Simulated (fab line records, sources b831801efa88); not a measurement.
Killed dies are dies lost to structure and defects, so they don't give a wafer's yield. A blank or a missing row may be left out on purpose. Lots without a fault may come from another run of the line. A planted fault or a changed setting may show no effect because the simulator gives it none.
fab line records | flow sky130
record lots=5 wafers=15 last_day=50
route steps=708 shown SD_P@329 RES_XHIGH@332 SD_N@342 SALICIDE@361 LI_CONTACT@362
lots that met no fault: from a run of the same line without faults
start_h: hours from the record's first day to the start of the lot's first wafer shown | wait_h: hours since the lot's step before | " the same as in the row above | L1.1+2: a row that stands for several wafers | - no value, or no start given | * or withheld: withheld | < > ~ a bound
route shown NAME@n: a module of which the file shows steps, and the number in the route of the first | usual: mean/standard deviation of fault-free wafers | same: alike in all rows | chamber/n: place in a boat | sites: the reading at each site | _std_site: their standard deviation | _edge_site: outer sites' mean less inner sites' | radius_mm: how far each site lies from the wafer's centre | mask NAME#n: copy n | behind: the tool/chamber that last shaped the wafer | hold: why the lot was held/for how many hours/how that ended | device: the transistor (n, p or np) that didn't switch | end of line: the same wafers' tests at the end of the route | a step without rows: its recipe alone | killed: dies lost to structure and defects at the first sort, not the wafer's yield | map: a wafer's dies, x killed, . not, _ none there
set.NAME: the setting as run; set.NAME@STEP: as run at that earlier step | model.NAME: the simulator's own value behind a step, which no gauge read
lots at some steps of the route; a table a step, a row a wafer
services: from which hour (start_h, from the record's first day; less than 0 if before it) a tool's chamber was out of use, for how many hours, and why
## steps
# step SKY_SD_P_IMPLANT_09
# recipe species=BF2 energy_kev=20 dose_cm2=3e+15 tilt_deg=0
# columns lot.wafer tool chamber start_h wait_h
L080.1+2+6 implanter-02 0 634.54 0.0
L081.1+2+4 implanter-02 0 665.89 0.0
L091.2+3+4 implanter-01 0 725.80 0.0
L094.3+4+6 implanter-04 0 747.09 0.1
L096.1+4+6 implanter-04 0 772.29 0.0
# step SKY_SD_P_STRIP_10
# recipe chemistry=O2/N2 power_w=1400 pressure_mtorr=1500 platen_temp_c=withheld o2_flow_sccm=3000 n2_flow_sccm=300 overash_fraction=0.5
# usual drypump_motor_current_A=6.0/0.4 oes_product_au=0.618/0.0048 strip_time_to_endpoint_s=17.49/0.036
# same overash_fraction=0.5
# columns lot.wafer tool chamber start_h wait_h drypump_motor_current_A oes_product_au rf_hours_counter_h strip_time_to_endpoint_s
L080.1 plasma_asher-01 0 634.69 0.1 5.5 0.620 54 17.47
L080.2 " 1 " " 6.1 0.613 54 17.51
L080.6 " 0 " " 5.6 0.612 - 17.50
L081.1 plasma_asher-04 1 666.04 0.1 6.7 0.614 99 17.51
L081.2 " 0 " " 6.2 0.622 99 17.46
L081.4 " 0 " " 6.2 0.618 - 17.49
L091.2 plasma_asher-02 0 725.93 0.1 5.6 0.609 29 17.42
L091.3 " 1 " " 5.9 0.614 - 17.45
L091.4 " 0 " " 5.6 0.615 - 17.47
L094.3 plasma_asher-01 1 747.23 0.1 6.1 0.613 - 17.49
L094.4 " 0 " " 5.5 0.613 - 17.48
L094.6 " 0 " " 5.5 0.615 - 17.46
L096.1 plasma_asher-02 1 772.44 0.1 5.9 0.618 34 17.60
L096.4 " 1 " " 5.9 0.620 - 17.57
L096.6 " 1 " " 5.9 0.613 - 17.55
# step SKY_SD_P_TW_MEAS_11
# usual SD_P_TW=2823/18
# columns lot.wafer tool chamber start_h wait_h SD_P_TW
L080.1 film_metro-02 - 634.79 0.1 2803
L080.2 " - " " 2791
L080.6 " - " " 2806
L081.1 film_metro-02 - 666.14 0.1 2804
L081.2 " - " " 2809
L081.4 " - " " 2814
L091.2 film_metro-03 - 726.04 0.1 2846
L091.3 " - " " 2855
L091.4 " - " " 2843
L094.3 film_metro-02 - 747.31 0.1 2788
L094.4 " - " " 2787
L094.6 " - " " 2789
L096.1 film_metro-01 - 772.54 0.1 2849
L096.4 " - " " 2840
L096.6 " - " " 2854
# step SKY_RES_XHIGH_DEHYDRATE_00
# recipe temp_c=200 time_s=60
# usual heater_power_total_W=160.38/0.12
# columns lot.wafer tool chamber start_h wait_h heater_power_total_W
L080.1 litho_track-03 0 648.49 13.7 160.21
L080.2 " 0 " " 160.51
L080.6 " 0 " " 160.37
L081.1 litho_track-04 0 679.78 13.6 160.29
L081.2 " 0 " " 160.44
L081.4 " 0 " " 160.20
L091.2 litho_track-03 0 739.16 13.1 160.42
L091.3 " 0 " " 160.57
L091.4 " 0 " " 160.14
L094.3 litho_track-03 0 759.29 12.0 160.38
L094.4 " 0 " " 160.51
L094.6 " 0 " " 160.34
L096.1 litho_track-01 0 784.27 11.7 160.33
L096.4 " 0 " " 160.56
L096.6 " 0 " " 160.44
# step SKY_RES_XHIGH_HMDS_01
# recipe prime_time_s=60 prime_temp_c=120
# columns lot.wafer tool chamber start_h wait_h
L080.1+2+6 litho_track-03 0 648.64 0.1
L081.1+2+4 litho_track-04 0 679.93 0.1
L091.2+3+4 litho_track-03 0 739.31 0.1
L094.3+4+6 litho_track-03 0 759.44 0.1
L096.1+4+6 litho_track-01 0 784.42 0.1
# step SKY_RES_XHIGH_COAT_02
# recipe resist=NOVOLAK spin_rpm=3000 resist_thk_nm=1140
# columns lot.wafer tool chamber start_h wait_h
L080.1+2+6 litho_track-03 0 648.79 0.1
L081.1+2+4 litho_track-04 0 680.08 0.1
L091.2+3+4 litho_track-03 0 739.46 0.1
L094.3+4+6 litho_track-03 0 759.59 0.1
L096.1+4+6 litho_track-01 0 784.57 0.1
# step SKY_RES_XHIGH_SOFTBAKE_03
# recipe temp_c=90 time_s=60 resist=NOVOLAK
# usual heater_power_total_W=56.60/0.043
# columns lot.wafer tool chamber start_h wait_h heater_power_total_W
L080.1 litho_track-03 0 648.94 0.1 56.63
L080.2 " 0 " " 56.59
L080.6 " 0 " " 56.65
L081.1 litho_track-04 0 680.23 0.1 56.60
L081.2 " 0 " " 56.55
L081.4 " 0 " " 56.55
L091.2 litho_track-03 0 739.61 0.1 56.52
L091.3 " 0 " " 56.58
L091.4 " 0 " " 56.67
L094.3 litho_track-03 0 759.74 0.1 56.60
L094.4 " 0 " " 56.59
L094.6 " 0 " " 56.60
L096.1 litho_track-01 0 784.72 0.1 56.57
L096.4 " 0 " " 56.56
L096.6 " 0 " " 56.52
# step SKY_RES_XHIGH_EXPOSE_04
# recipe mask_id=URPM na=0.6 source_shape=conventional sigma_outer=0.6 polarization=unpolarized target_cd_nm=1270 dose_mj=140
# usual reticle_temp_C=22.99/0.091
# same na=0.6 sigma_outer=0.6
# columns lot.wafer tool chamber start_h wait_h mask reticle_temp_C
L080.1 iline_stepper-01 0 - - URPM#0 22.95
L080.2 " 0 " " URPM#0 22.97
L080.6 " 0 " " URPM#0 23.03
L081.1 iline_stepper-02 0 - - URPM#0 22.97
L081.2 " 0 " " URPM#0 22.91
L081.4 " 0 " " URPM#0 22.96
L091.2 iline_stepper-01 0 - - URPM#0 23.15
L091.3 " 0 " " URPM#0 23.11
L091.4 " 0 " " URPM#0 23.09
L094.3 iline_stepper-02 0 - - URPM#0 22.98
L094.4 " 0 " " URPM#0 23.01
L094.6 " 0 " " URPM#0 23.06
L096.1 iline_stepper-02 0 - - URPM#0 22.85
L096.4 " 0 " " URPM#0 23.04
L096.6 " 0 " " URPM#0 22.97
# step SKY_RES_XHIGH_PEB_05
# recipe temp_c=withheld time_s=* resist=NOVOLAK
# columns lot.wafer tool chamber start_h wait_h
L080.1+2+6 litho_track-03 0 - -
L081.1+2+4 litho_track-04 0 - -
L091.2+3+4 litho_track-03 0 - -
L094.3+4+6 litho_track-01 0 - -
L096.1+4+6 litho_track-04 0 - -
# step SKY_RES_XHIGH_DEVELOP_06
# recipe resist=NOVOLAK developer=TMAH develop_time_s=60 dev_temp_c=23
# columns lot.wafer tool chamber start_h wait_h
L080.1+2+6 litho_track-03 0 663.04 0.1
L081.1+2+4 litho_track-04 0 693.68 0.1
L091.2+3+4 litho_track-03 0 752.01 0.1
L094.3+4+6 litho_track-01 0 773.22 0.1
L096.1+4+6 litho_track-04 0 798.78 0.1
# step SKY_RES_XHIGH_IMPLANT_07
# recipe species=BF2 energy_kev=20 dose_cm2=3.6e+14 tilt_deg=0
# columns lot.wafer tool chamber start_h wait_h
L080.1+2+6 implanter-03 0 663.19 0.1
L081.1+2+4 implanter-01 0 693.83 0.1
L091.2+3+4 implanter-01 0 752.21 0.2
L094.3+4+6 implanter-01 0 773.37 0.1
L096.1+4+6 implanter-01 0 798.93 0.1
# step SKY_RES_XHIGH_STRIP_08
# recipe chemistry=O2/N2 power_w=1400 pressure_mtorr=1500 platen_temp_c=withheld o2_flow_sccm=3000 n2_flow_sccm=300 overash_fraction=0.5
# usual drypump_motor_current_A=5.9/0.42 oes_product_au=0.711/0.0046 strip_time_to_endpoint_s=14.27/0.043
# same overash_fraction=0.5
# columns lot.wafer tool chamber start_h wait_h drypump_motor_current_A oes_product_au rf_hours_counter_h strip_time_to_endpoint_s
L080.1 plasma_asher-04 1 663.34 0.1 6.7 0.707 99 14.16
L080.2 " 0 " " 6.2 0.710 99 14.21
L080.6 " 1 " " 6.7 0.713 - 14.20
L081.1 plasma_asher-02 0 693.98 0.1 5.6 0.718 26 14.26
L081.2 " 1 " " 5.8 0.722 26 14.27
L081.4 " 0 " " 5.6 0.707 - 14.25
L091.2 plasma_asher-02 0 752.34 0.1 5.6 0.714 32 14.26
L091.3 " 0 " " 5.6 0.707 - 14.23
L091.4 " 1 " " 5.8 0.707 - 14.24
L094.3 plasma_asher-02 1 773.51 0.1 5.9 0.707 - 14.29
L094.4 " 0 " " 5.6 0.707 - 14.30
L094.6 " 1 " " 5.9 0.710 - 14.23
L096.1 plasma_asher-04 0 799.08 0.1 6.2 0.714 5 14.35
L096.4 " 0 " " 6.2 0.705 - 14.29
L096.6 " 1 " " 6.7 0.711 - 14.35
# step SKY_RES_XHIGH_TW_MEAS_09
# usual RES_XHIGH_TW=1639/11
# columns lot.wafer tool chamber start_h wait_h RES_XHIGH_TW
L080.1 film_metro-03 - 663.44 0.1 1651
L080.2 " - " " 1649
L080.6 " - " " 1645
L081.1 film_metro-01 - 694.08 0.1 1646
L081.2 " - " " 1646
L081.4 " - " " 1657
L091.2 film_metro-02 - 752.45 0.1 1610
L091.3 " - " " 1612
L091.4 " - " " 1609
L094.3 film_metro-03 - 773.59 0.1 1644
L094.4 " - " " 1640
L094.6 " - " " 1643
L096.1 film_metro-02 - 799.18 0.1 1630
L096.4 " - " " 1634
L096.6 " - " " 1629
# step SKY_SD_N_DEHYDRATE_00
# recipe temp_c=200 time_s=60
# usual heater_power_total_W=160.36/0.12
# columns lot.wafer tool chamber start_h wait_h heater_power_total_W
L080.1 litho_track-02 0 677.04 13.6 160.13
L080.2 " 0 " " 160.62
L080.6 " 0 " " 160.28
L081.1 litho_track-02 0 707.34 13.2 160.52
L081.2 " 0 " " 160.20
L081.4 " 0 " " 160.35
L091.2 litho_track-03 0 766.11 13.7 160.51
L091.3 " 0 " " 160.32
L091.4 " 0 " " 160.16
L094.3 litho_track-04 0 785.98 12.4 160.39
L094.4 " 0 " " 160.20
L094.6 " 0 " " 160.54
L096.1 litho_track-03 0 811.29 12.1 160.43
L096.4 " 0 " " 160.43
L096.6 " 0 " " 160.25
# step SKY_SD_N_HMDS_01
# recipe prime_time_s=60 prime_temp_c=120
# columns lot.wafer tool chamber start_h wait_h
L080.1+2+6 litho_track-02 0 677.19 0.1
L081.1+2+4 litho_track-02 0 707.49 0.1
L091.2+3+4 litho_track-03 0 766.26 0.1
L094.3+4+6 litho_track-04 0 786.13 0.1
L096.1+4+6 litho_track-03 0 811.44 0.1
# step SKY_SD_N_COAT_02
# recipe resist=NOVOLAK spin_rpm=3000 resist_thk_nm=1140
# columns lot.wafer tool chamber start_h wait_h
L080.1+2+6 litho_track-02 0 677.34 0.1
L081.1+2+4 litho_track-02 0 707.64 0.1
L091.2+3+4 litho_track-03 0 766.41 0.1
L094.3+4+6 litho_track-04 0 786.28 0.1
L096.1+4+6 litho_track-03 0 811.59 0.1
# step SKY_SD_N_SOFTBAKE_03
# recipe temp_c=90 time_s=60 resist=NOVOLAK
# usual heater_power_total_W=56.60/0.047
# columns lot.wafer tool chamber start_h wait_h heater_power_total_W
L080.1 litho_track-02 0 677.49 0.1 56.61
L080.2 " 0 " " 56.58
L080.6 " 0 " " 56.54
L081.1 litho_track-02 0 707.79 0.1 56.65
L081.2 " 0 " " 56.61
L081.4 " 0 " " 56.56
L091.2 litho_track-03 0 766.56 0.1 56.62
L091.3 " 0 " " 56.54
L091.4 " 0 " " 56.61
L094.3 litho_track-04 0 786.43 0.1 56.55
L094.4 " 0 " " 56.57
L094.6 " 0 " " 56.57
L096.1 litho_track-03 0 811.74 0.1 56.49
L096.4 " 0 " " 56.59
L096.6 " 0 " " 56.54
# step SKY_SD_N_EXPOSE_04
# recipe mask_id=NSDM na=0.6 source_shape=conventional sigma_outer=0.6 polarization=unpolarized target_cd_nm=380 dose_mj=137.5
# usual reticle_temp_C=23.02/0.12
# same na=0.6 sigma_outer=0.6
# columns lot.wafer tool chamber start_h wait_h mask reticle_temp_C
L080.1 iline_stepper-01 0 - - NSDM#0 23.16
L080.2 " 0 " " NSDM#0 23.00
L080.6 " 0 " " NSDM#0 23.07
L081.1 iline_stepper-01 0 - - NSDM#0 23.08
L081.2 " 0 " " NSDM#0 23.02
L081.4 " 0 " " NSDM#0 23.23
L091.2 iline_stepper-01 0 - - NSDM#0 22.94
L091.3 " 0 " " NSDM#0 23.10
L091.4 " 0 " " NSDM#0 22.98
L094.3 iline_stepper-01 0 - - NSDM#0 23.06
L094.4 " 0 " " NSDM#0 23.02
L094.6 " 0 " " NSDM#0 23.08
L096.1 iline_stepper-01 0 - - NSDM#0 22.85
L096.4 " 0 " " NSDM#0 23.16
L096.6 " 0 " " NSDM#0 22.91
# step SKY_SD_N_PEB_05
# recipe temp_c=withheld time_s=* resist=NOVOLAK
# columns lot.wafer tool chamber start_h wait_h
L080.1+2+6 litho_track-02 0 - -
L081.1+2+4 litho_track-03 0 - -
L091.2+3+4 litho_track-02 0 - -
L094.3+4+6 litho_track-02 0 - -
L096.1+4+6 litho_track-03 0 - -
# step SKY_SD_N_DEVELOP_06
# recipe resist=NOVOLAK developer=TMAH develop_time_s=60 dev_temp_c=23
# columns lot.wafer tool chamber start_h wait_h
L080.1+2+6 litho_track-02 0 691.34 0.1
L081.1+2+4 litho_track-03 0 720.49 0.1
L091.2+3+4 litho_track-02 0 779.06 0.1
L094.3+4+6 litho_track-02 0 800.29 0.1
L096.1+4+6 litho_track-03 0 825.04 0.1
# step SKY_SD_N_CD_MEAS_07
# recipe target_cd_nm=380
# usual cd_nm=379.9/2.6
# columns lot.wafer tool chamber start_h wait_h cd_nm
L080.1 cd_sem-01 - 691.49 0.1 381.3
L080.2 " - " " 382.5
L080.6 " - " " 385.5
L081.1 cd_sem-02 - 720.64 0.1 384.0
L081.2 " - " " 381.2
L081.4 " - " " 379.7
L091.2 cd_sem-01 - 779.21 0.1 381.5
L091.3 " - " " 382.2
L091.4 " - " " 381.8
L094.3 cd_sem-01 - 800.43 0.1 373.6
L094.4 " - " " 374.2
L094.6 " - " " 376.9
L096.1 cd_sem-02 - 825.19 0.1 376.9
L096.4 " - " " 377.2
L096.6 " - " " 376.7
# step SKY_SD_N_OVL_MEAS_08
# usual SD_N_OVL=-0.2/1.6
# columns lot.wafer tool chamber start_h wait_h SD_N_OVL[nm]
L080.1 overlay-02 - 691.61 0.1 1.3
L080.2 " - " " 1.2
L080.6 " - " " -0.7
L081.1 overlay-02 - 720.76 0.1 -0.3
L081.2 " - " " 1.2
L081.4 " - " " 2.3
L091.2 overlay-01 - 779.31 0.1 -1.1
L091.3 " - " " -3.2
L091.4 " - " " -0.4
L094.3 overlay-01 - 800.52 0.1 1.1
L094.4 " - " " 0.0
L094.6 " - " " -0.5
L096.1 overlay-01 - 825.31 0.1 0.2
L096.4 " - " " -0.6
L096.6 " - " " -0.2
# step SKY_SD_N_IMPLANT_09
# recipe species=As energy_kev=50 dose_cm2=4e+15 tilt_deg=0
# columns lot.wafer tool chamber start_h wait_h
L080.1+2+6 implanter-03 0 691.64 0.0
L081.1+2+4 implanter-03 0 720.79 0.0
L091.2+3+4 implanter-01 0 779.37 0.0
L094.3+4+6 implanter-04 0 800.59 0.1
L096.1+4+6 implanter-01 0 825.34 0.0
# step SKY_SD_N_IMPLANT_10
# recipe species=P energy_kev=20 dose_cm2=1e+14 tilt_deg=0
# columns lot.wafer tool chamber start_h wait_h
L080.1+2+6 implanter-03 0 691.79 0.1
L081.1+2+4 implanter-03 0 720.94 0.1
L091.2+3+4 implanter-01 0 779.52 0.1
L094.3+4+6 implanter-04 0 800.74 0.1
L096.1+4+6 implanter-01 0 825.49 0.1
# step SKY_SD_N_STRIP_11
# recipe chemistry=O2/N2 power_w=1400 pressure_mtorr=1500 platen_temp_c=withheld o2_flow_sccm=3000 n2_flow_sccm=300 overash_fraction=0.5
# usual drypump_motor_current_A=5.8/0.31 oes_product_au=0.527/0.0041 strip_time_to_endpoint_s=22.54/0.043
# same overash_fraction=0.5
# columns lot.wafer tool chamber start_h wait_h drypump_motor_current_A oes_product_au rf_hours_counter_h strip_time_to_endpoint_s
L080.1 plasma_asher-01 1 691.94 0.1 6.1 0.525 59 22.56
L080.2 " 0 " " 5.5 0.524 59 22.58
L080.6 " 1 " " 6.1 0.527 - 22.54
L081.1 plasma_asher-02 1 721.09 0.1 5.8 0.530 29 22.53
L081.2 " 0 " " 5.6 0.533 29 22.54
L081.4 " 0 " " 5.6 0.529 - 22.55
L091.2 plasma_asher-02 0 779.64 0.1 5.6 0.531 35 22.50
L091.3 " 0 " " 5.6 0.526 - 22.53
L091.4 " 1 " " 5.8 0.521 - 22.49
L094.3 plasma_asher-02 1 800.88 0.1 5.9 0.525 - 22.58
L094.4 " 0 " " 5.6 0.530 - 22.64
L094.6 " 1 " " 5.9 0.534 - 22.58
L096.1 plasma_asher-02 1 825.64 0.1 5.8 0.534 39 22.59
L096.4 " 1 " " 5.8 0.525 - 22.61
L096.6 " 0 " " 5.6 0.532 - 22.60
# step SKY_SD_N_TW_MEAS_12
# usual SD_N_TW=3985/30
# columns lot.wafer tool chamber start_h wait_h SD_N_TW
L080.1 film_metro-02 - 692.04 0.1 3979
L080.2 " - " " 3985
L080.6 " - " " 3963
L081.1 film_metro-03 - 721.19 0.1 4012
L081.2 " - " " 3965
L081.4 " - " " 3996
L091.2 film_metro-01 - 779.75 0.1 4011
L091.3 " - " " 4014
L091.4 " - " " 4018
L094.3 film_metro-01 - 800.96 0.1 4018
L094.4 " - " " 4009
L094.6 " - " " 4019
L096.1 film_metro-02 - 825.74 0.1 3968
L096.4 " - " " 3962
L096.6 " - " " 3948
# step SKY_SD_N_CLEAN_13
# recipe chemistry=SC1/SC2 mix=1:4:20 temp_c=70 time_s=150 dry=n2_spin
# columns lot.wafer tool chamber start_h wait_h
L080.1+2+6 wet_bench-02 3 692.10 0.1
L081.1+2+4 wet_bench-02 0 721.25 0.1
L091.2+3+4 wet_bench-01 0 779.80 0.0
L094.3+4+6 wet_bench-01 1 801.00 0.0
L096.1+4+6 wet_bench-01 2 825.80 0.1
# step SKY_SD_N_RTA_14
# recipe temp_c=1075 time_s=2 idle_temp_c=650 ramp_up_c_per_s=150 ramp_down_c_per_s=90 ambient=N2
# usual lamp_power_pct=15.74/0.051 wafer_temp_C_max=1077.9/1.1
# columns lot.wafer tool chamber start_h wait_h lamp_power_pct wafer_temp_C_max
L080.1 rtp_anneal-02 0 692.16 0.0 15.81 1078.0
L080.2 " 0 " " 15.73 1078.2
L080.6 " 0 " " 15.76 1078.5
L081.1 rtp_anneal-01 0 721.31 0.0 15.74 1078.5
L081.2 " 0 " " 15.68 1077.1
L081.4 " 0 " " 15.77 1078.0
L091.2 rtp_anneal-01 0 779.86 0.0 15.75 1078.5
L091.3 " 0 " " 15.72 1077.6
L091.4 " 0 " " 15.86 1077.3
L094.3 rtp_anneal-02 0 801.08 0.0 15.74 1078.8
L094.4 " 0 " " 15.72 1079.2
L094.6 " 0 " " 15.76 1079.8
L096.1 rtp_anneal-02 0 825.85 0.0 15.84 1078.3
L096.4 " 0 " " 15.75 1076.9
L096.6 " 0 " " 15.65 1076.8
# step SKY_SD_N_RS_MEAS_16
# recipe thk_meas_gauge=four-point-probe
# usual SD_N_RS=68.67/0.17
# columns lot.wafer tool chamber start_h wait_h SD_N_RS[ohm/sq]
L080.1 film_metro-01 - 692.33 0.1 68.51
L080.2 " - " " 68.58
L080.6 " - " " 68.53
L081.1 film_metro-03 - 721.48 0.1 68.92
L081.2 " - " " 68.85
L081.4 " - " " 68.86
L091.2 film_metro-01 - 780.05 0.1 68.52
L091.3 " - " " 68.63
L091.4 " - " " 68.57
L094.3 film_metro-01 - 801.27 0.1 68.55
L094.4 " - " " 68.39
L094.6 " - " " 68.55
L096.1 film_metro-03 - 826.03 0.1 68.55
L096.4 " - " " 68.69
L096.6 " - " " 68.77
# step SKY_SD_N_RS_MEAS_17
# recipe thk_meas_gauge=four-point-probe
# usual SD_P_RS=147.3/0.48
# columns lot.wafer tool chamber start_h wait_h SD_P_RS[ohm/sq]
L080.1 film_metro-01 - 692.45 0.1 146.8
L080.2 " - " " 146.7
L080.6 " - " " 146.3
L081.1 film_metro-03 - 721.60 0.1 148.0
L081.2 " - " " 148.0
L081.4 " - " " 147.5
L091.2 film_metro-01 - 780.17 0.1 146.9
L091.3 " - " " 147.0
L091.4 " - " " 146.9
L094.3 film_metro-01 - 801.39 0.1 146.9
L094.4 " - " " 147.0
L094.6 " - " " 147.1
L096.1 film_metro-03 - 826.15 0.1 147.3
L096.4 " - " " 147.5
L096.6 " - " " 147.8
# step SKY_SD_N_RS_MEAS_18
# recipe thk_meas_gauge=four-point-probe
# usual RES_XHIGH_RS=333.8/1.5
# columns lot.wafer tool chamber start_h wait_h RES_XHIGH_RS[ohm/sq]
L080.1 film_metro-01 - 692.57 0.1 332.6
L080.2 " - " " 332.6
L080.6 " - " " 332.0
L081.1 film_metro-03 - 721.72 0.1 335.9
L081.2 " - " " 335.2
L081.4 " - " " 334.6
L091.2 film_metro-01 - 780.29 0.1 333.4
L091.3 " - " " 333.0
L091.4 " - " " 334.5
L094.3 film_metro-01 - 801.51 0.1 332.4
L094.4 " - " " 331.7
L094.6 " - " " 333.5
L096.1 film_metro-03 - 826.27 0.1 334.8
L096.4 " - " " 334.7
L096.6 " - " " 335.1
# step SKY_SALICIDE_CLEAN_00
# recipe chemistry=HF-last time_s=30 dilution=100:1 dry=ipa_marangoni
# columns lot.wafer tool chamber start_h wait_h
L080.1+2+6 wet_bench-01 1 692.69 0.1
L081.1+2+4 wet_bench-03 1 721.84 0.1
L091.2+3+4 wet_bench-01 1 780.39 0.1
L094.3+4+6 wet_bench-03 1 801.59 0.1
L096.1+4+6 wet_bench-04 1 826.39 0.1
# step SKY_LI_CONTACT_HDPCVD_00
# recipe material=PSG target_thk_nm=930 sigma_open_frac=0.3 time_s=155 temp_c=600 sih4_flow_sccm=60 pressure_mtorr=6
# usual sih4_flow_sccm=59.99/0.16
# columns lot.wafer tool chamber start_h wait_h sih4_flow_sccm
L080.1 hdpcvd-02 0 692.71 0.0 59.93
L080.2 " 2 " " 60.10
L080.6 " 1 " " 60.07
L081.1 hdpcvd-01 2 721.86 0.0 60.03
L081.2 " 1 " " 60.01
L081.4 " 0 " " 59.78
L091.2 hdpcvd-01 2 780.40 0.0 59.59
L091.3 " 0 " " 59.97
L091.4 " 2 " " 59.90
L094.3 hdpcvd-02 1 801.61 0.0 59.99
L094.4 " 1 " " 59.90
L094.6 " 2 " " 60.00
L096.1 hdpcvd-02 0 826.40 0.0 59.99
L096.4 " 2 " " 59.99
L096.6 " 0 " " 59.99
# step SKY_LI_CONTACT_THK_MEAS_01
# recipe reads=PSG_of_LI_CONTACT_HDPCVD_00
# usual LI_CONTACT_HDPCVD_THK=929/10
# columns lot.wafer tool chamber start_h wait_h LI_CONTACT_HDPCVD_THK[nm]
L080.1 film_metro-03 - 692.81 0.1 924
L080.2 " - " " 910
L080.6 " - " " 932
L081.1 film_metro-02 - 721.96 0.1 949
L081.2 " - " " 936
L081.4 " - " " 938
L091.2 film_metro-02 - 780.52 0.1 941
L091.3 " - " " 924
L091.4 " - " " 946
L094.3 film_metro-03 - 801.73 0.1 930
L094.4 " - " " 923
L094.6 " - " " 916
L096.1 film_metro-03 - 826.50 0.1 924
L096.4 " - " " 922
L096.6 " - " " 934
# step SKY_LI_CONTACT_CMP_02
# recipe material=PSG down_force_psi=4 platen_rpm=60 pad_velocity_m_s=0.94248
# usual motor_current_A=12.0/1.2 slurry_filter_dp_kPa=13.49/0.12 time_to_endpoint_s=32.5/2.3
# columns lot.wafer tool chamber start_h wait_h motor_current_A slurry_filter_dp_kPa time_to_endpoint_s
L080.2 cmp-01 1 692.87 0.0 13.9 13.43 26.8
L080.1 " 0 " " 10.6 13.64 32.0
L080.6 " 2 " " 10.8 13.47 34.7
L081.4 cmp-01 3 722.02 0.0 10.3 13.56 36.7
L081.1 " 0 " " 10.3 13.68 36.8
L081.2 " 2 " " 11.3 13.40 36.4
L091.2 cmp-01 1 780.57 0.0 13.6 13.59 32.1
L091.4 " 2 " " 11.8 13.44 33.2
L091.3 " 0 " " 9.9 13.40 31.8
L094.3 cmp-02 1 801.82 0.1 13.0 13.54 27.0
L094.4 " 3 " " 13.1 13.51 27.8
L094.6 " 1 " " 13.5 13.41 27.6
L096.4 cmp-01 2 826.56 0.0 10.9 13.50 32.8
L096.1 " 0 " " 10.5 13.29 33.5
L096.6 " 3 " " 10.7 13.76 33.2
# step SKY_LI_CONTACT_BOW_MEAS_03
# recipe mode=bow
# usual LI_CONTACT_BOW=55/6.5
# columns lot.wafer tool chamber start_h wait_h LI_CONTACT_BOW[um]
L080.1 film_metro-02 - 693.17 0.1 47
L080.2 " - " " 55
L080.6 " - " " 37
L081.1 film_metro-01 - 722.32 0.2 56
L081.2 " - " " 50
L081.4 " - " " 48
L091.2 film_metro-02 - 780.89 0.3 48
L091.3 " - " " 58
L091.4 " - " " 59
L094.3 film_metro-03 - 802.11 0.2 52
L094.4 " - " " 46
L094.6 " - " " 55
L096.1 film_metro-02 - 826.86 0.1 61
L096.4 " - " " 58
L096.6 " - " " 56
# step SKY_LI_CONTACT_DEHYDRATE_04
# recipe temp_c=200 time_s=60
# usual heater_power_total_W=160.36/0.12
# columns lot.wafer tool chamber start_h wait_h heater_power_total_W
L080.1 litho_track-01 0 706.42 13.2 160.27
L080.2 " 0 " " 160.30
L080.6 " 0 " " 160.23
L081.1 litho_track-02 0 734.99 12.6 160.38
L081.2 " 0 " " 160.32
L081.4 " 0 " " 160.50
L091.2 litho_track-02 0 794.16 13.3 160.23
L091.3 " 0 " " 160.65
L091.4 " 0 " " 160.47
L094.3 litho_track-01 0 814.18 12.0 160.52
L094.4 " 0 " " 160.26
L094.6 " 0 " " 160.33
L096.1 litho_track-04 0 839.03 12.1 160.38
L096.4 " 0 " " 160.47
L096.6 " 0 " " 160.20
# step SKY_LI_CONTACT_HMDS_05
# recipe prime_time_s=60 prime_temp_c=120
# columns lot.wafer tool chamber start_h wait_h
L080.1+2+6 litho_track-01 0 706.57 0.1
L081.1+2+4 litho_track-02 0 735.14 0.1
L091.2+3+4 litho_track-02 0 794.31 0.1
L094.3+4+6 litho_track-01 0 814.33 0.1
L096.1+4+6 litho_track-04 0 839.18 0.1
# step SKY_LI_CONTACT_COAT_06
# recipe resist=BARC temp_c=withheld time_s=withheld spin_rpm=3000 resist_thk_nm=60
# columns lot.wafer tool chamber start_h wait_h
L080.1+2+6 litho_track-01 0 706.72 0.1
L081.1+2+4 litho_track-02 0 735.29 0.1
L091.2+3+4 litho_track-02 0 794.46 0.1
L094.3+4+6 litho_track-01 0 814.48 0.1
L096.1+4+6 litho_track-04 0 839.33 0.1
# step SKY_LI_CONTACT_COAT_07
# recipe resist=KrF-thick spin_rpm=3000 resist_thk_nm=450
# columns lot.wafer tool chamber start_h wait_h
L080.1+2+6 litho_track-01 0 - -
L081.1+2+4 litho_track-02 0 - -
L091.2+3+4 litho_track-02 0 - -
L094.3+4+6 litho_track-01 0 - -
L096.1+4+6 litho_track-04 0 - -
# step SKY_LI_CONTACT_SOFTBAKE_08
# recipe temp_c=100 time_s=90 resist=KrF-thick
# usual heater_power_total_W=57.34/0.11
# columns lot.wafer tool chamber start_h wait_h heater_power_total_W
L080.1 litho_track-01 0 - - 57.32
L080.2 " 0 " " 57.23
L080.6 " 0 " " 57.36
L081.1 litho_track-02 0 - - 57.42
L081.2 " 0 " " 57.57
L081.4 " 0 " " 57.36
L091.2 litho_track-02 0 - - 57.32
L091.3 " 0 " " 57.39
L091.4 " 0 " " 57.20
L094.3 litho_track-01 0 - - 57.35
L094.4 " 0 " " 57.45
L094.6 " 0 " " 57.36
L096.1 litho_track-04 0 - - 57.21
L096.4 " 0 " " 57.35
L096.6 " 0 " " 57.45
## services
# columns tool chamber start_h hours kind
implanter-01 - 622.01 5.2 repair
iline_stepper-01 - 627.01 2.2 repair
implanter-04 - 627.07 92.0 pm
cmp-01 - 646.68 1.4 repair
cmp-01 - 648.06 9.4 pm
plasma_asher-01 - 652.71 3.1 repair
implanter-03 - 668.46 1.4 pm
implanter-03 - 679.77 2.8 pm
iline_stepper-01 - 700.63 1.9 repair
implanter-03 - 701.19 1.5 repair
cmp-01 - 707.64 0.5 repair
implanter-01 - 719.58 1.9 repair
iline_stepper-02 - 722.13 2.1 pm
plasma_asher-04 - 733.75 9.0 pm
cmp-01 - 739.16 0.3 repair
iline_stepper-01 - 742.17 2.3 repair
implanter-04 - 751.55 1.4 repair
implanter-03 - 769.58 4.2 repair
implanter-03 - 794.14 3.9 repair
implanter-04 - 802.32 2.2 repair
implanter-03 - 804.87 0.8 repair
iline_stepper-01 - 809.47 1.7 pm
implanter-04 - 826.66 3.9 pm
implanter-03 - 835.28 6.3 repair
## key
fault none
